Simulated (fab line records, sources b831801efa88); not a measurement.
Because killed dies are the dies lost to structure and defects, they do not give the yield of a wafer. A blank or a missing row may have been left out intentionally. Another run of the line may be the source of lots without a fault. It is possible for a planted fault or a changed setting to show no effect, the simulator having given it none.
Split-lot trial ; flow gf180mcu ; 23 wafers read across 5 lots, on a route 602 steps long

ABOUT THE SPLIT
At GF_PSD_EXPOSE_04 (exposes mask Pplus, target cd 400 nm), the setting doseMj was moved away from the recipe's 140 on 5 of the 23 wafers read, by +2.7% to +5.4%. For the rest of the wafers, this setting stayed at what the recipe calls for.

FROM THE SPLIT TO THE READING: what the file shows between them, 2 steps
- GF_PSD_PEB_05
- GF_PSD_DEVELOP_06: develop time 60 s

THE READING
cdNm, in nm, at GF_PSD_CD_MEAS_07 (target cd 400 nm). Typical for fault-free wafers on this fab line: 399.9 nm, with standard deviation 2.2 nm.

wafer;tool, chamber at the split;doseMj as run;against the recipe;cdNm, nm;against lot-mates on the recipe
L075.1;ilineStepper-02, 0;140;recipe;400.9;-
L075.3;ilineStepper-02, 0;140;recipe;400.1;-
L075.4;ilineStepper-02, 0;140;recipe;401.0;-
L075.5;ilineStepper-02, 0;140;recipe;399.2;-
L075.6;ilineStepper-02, 0;140;recipe;399.9;-
L076.1;ilineStepper-01, 0;140;recipe;403.2;-
L076.3;ilineStepper-01, 0;140;recipe;403.8;-
L076.4;ilineStepper-01, 0;140;recipe;404.1;-
L076.5;ilineStepper-01, 0;140;recipe;402.6;-
L076.6;ilineStepper-01, 0;140;recipe;403.5;-
L079.2;ilineStepper-02, 0;140;recipe;397.5;-
L079.5;ilineStepper-02, 0;140;recipe;397.7;-
L079.6;ilineStepper-02, 0;140;recipe;396.1;-
L082.1;ilineStepper-01, 0;140;recipe;398.3;-
L082.3;ilineStepper-01, 0;140;recipe;400.8;-
L082.4;ilineStepper-01, 0;143.8;+2.7%;407.1;+7.5
L082.5;ilineStepper-01, 0;143.8;+2.7%;408.0;+8.4
L082.6;ilineStepper-01, 0;140;recipe;399.8;-
L084.2;ilineStepper-02, 0;147.5;+5.4%;411.8;+15.9
L084.3;ilineStepper-02, 0;140;recipe;395.8;-
L084.4;ilineStepper-02, 0;140;recipe;395.9;-
L084.5;ilineStepper-02, 0;147.5;+5.4%;412.1;+16.2
L084.6;ilineStepper-02, 0;147.5;+5.4%;413.0;+17.1

FIT RESULTS
A straight line over all 23 wafers: cdNm changes by +2.35 nm for each +1% of doseMj; r = +0.88; the points scatter about the line by 2.5 nm.
The same after taking each lot's own level away (the mean of its wafers on the recipe; 23 wafers): +3.05 nm for each +1%; r = +0.99; scatter 0.68 nm.
According to that fit, moving doseMj by its largest amount changes the reading by 16 nm.
The lots' own levels span 395.85 to 403.44 nm, that is 3.4 times the standard deviation above.
Hence the slope depends on the lot-to-lot level, as the two fits are not the same.
Check: +16.5 nm against its lot-mates is what the line predicts for one of the wafers moved furthest among these (+5.4%) when that wafer is left out of the fit. It came out at +15.9 nm against them.

THESE WAFERS: OTHER SPLITS
Note: prior to the reading, these wafers also went through further splits. Each is held against what the fit with the lots' levels taken away leaves over:
other split on the same wafers;wafers away from the commonest value;r with cdNm (lot level and that fit taken away)
GF_HV_LDD_COAT_14 resistThkNm;4;+0.15
GF_HV_LDD_DEVELOP_30 devTempC;7;+0.04
GF_HV_LDD_STRIP_49 o2FlowSccm;5;-0.23
GF_NSD_COAT_02 spinRpm;9;+0.19

FILE'S OWN FIT
cdNm changes by +3.03 nm for each +1% of doseMj, r = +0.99.
